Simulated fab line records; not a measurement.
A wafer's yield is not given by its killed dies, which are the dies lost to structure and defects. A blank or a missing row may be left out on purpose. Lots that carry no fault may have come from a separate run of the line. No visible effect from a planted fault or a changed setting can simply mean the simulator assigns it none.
Which tool is to blame? -- flow gf180mcu -- 12 lots, 36 wafers sampled, at 3 steps of a route of 602

== WHAT THE GAUGES READ, wafer by wafer ==
GF_MIM_RS_MEAS_10: measurement is done with a four-point probe. Usual: for MIM_ALCU_RS the level is 0.1594 ohm/sq and the standard deviation is 0.0015.
lot,measured,on,MIM_ALCU_RS (ohm/sq),flag
L489,day 24 11:42,film metro-03,0.1576 0.1585 0.1609,
L490,day 24 16:50,film metro-01,0.1586 0.1590 0.1602,
L491,day 25 04:57,film metro-04,0.1626 0.1611 0.1598,
L492,day 25 08:20,film metro-01,0.1594 0.1603 0.1600,
L493,day 25 18:00,film metro-03,0.1591 0.1582 0.1577,
L500,day 27 23:58,film metro-04,0.1608 0.1604 0.1596,
L501,day 28 05:19,film metro-04,0.1602 0.1612 0.1591,
L505,day 29 13:48,film metro-03,0.1592 0.1585 0.1598,
L506,day 29 15:37,film metro-03,0.1597 0.1588 0.1592,
L509,day 30 08:46,film metro-01,0.1580 0.1592 0.1587,
L511,day 31 01:10,film metro-01,0.1601 0.1618 0.1629,
L512,day 31 12:06,film metro-01,0.1607 0.1611 0.1594,

== EACH LOT AND THE TOOL THAT RAN IT (in order: tool; ch and the chambers of the sampled wafers; start) ==
lot,GF_HV_LDD_CVD_56,GF_MIM_SPUTTER_04
L489,"lpcvd-01 ch 1, day 12 11:35","pvd sputter-01, day 24 11:27"
L490,"lpcvd-01 ch 1, day 12 15:07","pvd sputter-01, day 24 16:35"
L491,"lpcvd-01 ch 0, day 13 03:11","pvd sputter-01, day 25 04:42"
L492,"lpcvd-01 ch 1, day 13 06:38","pvd sputter-01, day 25 08:05"
L493,"lpcvd-02 ch 0, day 13 15:00","pvd sputter-04, day 25 17:45"
L500,"lpcvd-02 ch 0, day 15 23:56","pvd sputter-01, day 27 23:44"
L501,"lpcvd-02 ch 0, day 16 05:53","pvd sputter-03, day 28 05:02"
L505,"lpcvd-01 ch 0, day 17 18:23","pvd sputter-01, day 29 13:31"
L506,"lpcvd-01 ch 0, day 17 21:42","pvd sputter-01, day 29 15:20"
L509,"lpcvd-01 ch 0, day 18 18:35","pvd sputter-04, day 30 08:31"
L511,"lpcvd-01 ch 1, day 19 16:17","pvd sputter-04, day 31 00:56"
L512,"lpcvd-02 ch 0, day 20 08:03","pvd sputter-01, day 31 11:51"
- GF_HV_LDD_CVD_56: deposits Si3N4 from DCS/NH3, target thk 90 nm, time 1543 s.
- GF_MIM_SPUTTER_04: material TiN, target thk 50 nm, time 41.7 s.

== AS READ BY THE TOOLS THEMSELVES (means over the sampled wafers that have a number; for cases with no such wafer, the mark the record gives instead) ==
GF_MIM_SPUTTER_04. Usual: throttle valve pct at 30.0 %, with a standard deviation of 0.8.
lot,tool,throttle valve pct (%),flag
L489,pvd sputter-01,29.7,
L490,pvd sputter-01,29.8,
L491,pvd sputter-01,29.8,
L492,pvd sputter-01,30.8,
L493,pvd sputter-04,30.2,
L500,pvd sputter-01,30.9,
L501,pvd sputter-03,29.3,
L505,pvd sputter-01,30.4,
L506,pvd sputter-01,29.8,
L509,pvd sputter-04,29.6,
L511,pvd sputter-04,30.0,
L512,pvd sputter-01,29.7,

== THE ANSWER, worked out from the rows above alone ==
Rule: a lot counts as off when the mean over its wafers that have a number is more than 3 standard deviations away from the usual mean. Also off: a lot with no number at a reading for which 4 or more lots have one. Where the step has rows for the other lots, those lots are counted as sound. After the gauges, taken in route order, come the tools' own readings; for these a lot's mean is taken, as printed above. The first step at which some lot is off is used, and at that step the reading that is off furthest; a lot without a number counts as furthest.
No lot is off at any reading shown: from this, nothing can be told.

== WHAT THE SIMULATOR HAD INSERTED ==
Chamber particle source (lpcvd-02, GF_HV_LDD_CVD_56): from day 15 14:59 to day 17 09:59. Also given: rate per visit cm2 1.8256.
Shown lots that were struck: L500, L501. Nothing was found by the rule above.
